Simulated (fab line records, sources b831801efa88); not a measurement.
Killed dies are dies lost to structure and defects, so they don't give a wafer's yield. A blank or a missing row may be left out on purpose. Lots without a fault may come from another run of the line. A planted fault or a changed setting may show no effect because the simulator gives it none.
Chamber matching | flow sky130 | SKY_VIA1_CMP_02 on cmp-02: 4 sister chambers
The step polishes SiO2. 4 wafers are shown with their chamber, then 9 later ones without.

WAFERS WITH THEIR CHAMBER
wafer  | chamber | motor_current_A (A)
L135.3 | 0       | 11.2
L135.6 | 1       | 12.8
L138.4 | 2       | 13.8
L138.5 | 3       | 12.1

WAFERS WITHOUT THEIR CHAMBER
wafer  | motor_current_A (A)
L144.2 | 10.9
L144.4 | 12.3
L144.6 | 12.2
L148.1 | 12.2
L148.2 | 13.3
L148.4 | 14.2
L146.1 | 11.1
L146.3 | 14.3
L146.5 | 11.7

WHICH CHAMBER EACH WENT THROUGH
wafer  | from the rows above     | in truth
L144.2 | 0                       | 0
L144.4 | can't be placed: 3 or 1 | 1
L144.6 | can't be placed: 3 or 1 | 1
L148.1 | can't be placed: 3 or 1 | 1
L148.2 | can't be placed: 1 or 2 | 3
L148.4 | 2                       | 2
L146.1 | 0                       | 0
L146.3 | 2                       | 2
L146.5 | can't be placed: 3 or 0 | 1
Placed correctly: 4 of 9. Can't be placed from these rows: 5 (the true chamber is among the candidates in 3). Placed wrongly: 0.
How it was worked out, from the rows above alone: a wafer's distance from a chamber is the root of the sum, over the readings, of the square of ((its reading less the chamber's mean) divided by the reading's scatter). The wafer belongs to the nearest chamber; if the next one is less than 2 further off, it can't be placed. A chamber's mean is the mean of its shown wafers. The scatter: with one shown wafer a chamber, the root of the mean of the squares of how far each hidden wafer lies from its nearest shown one.
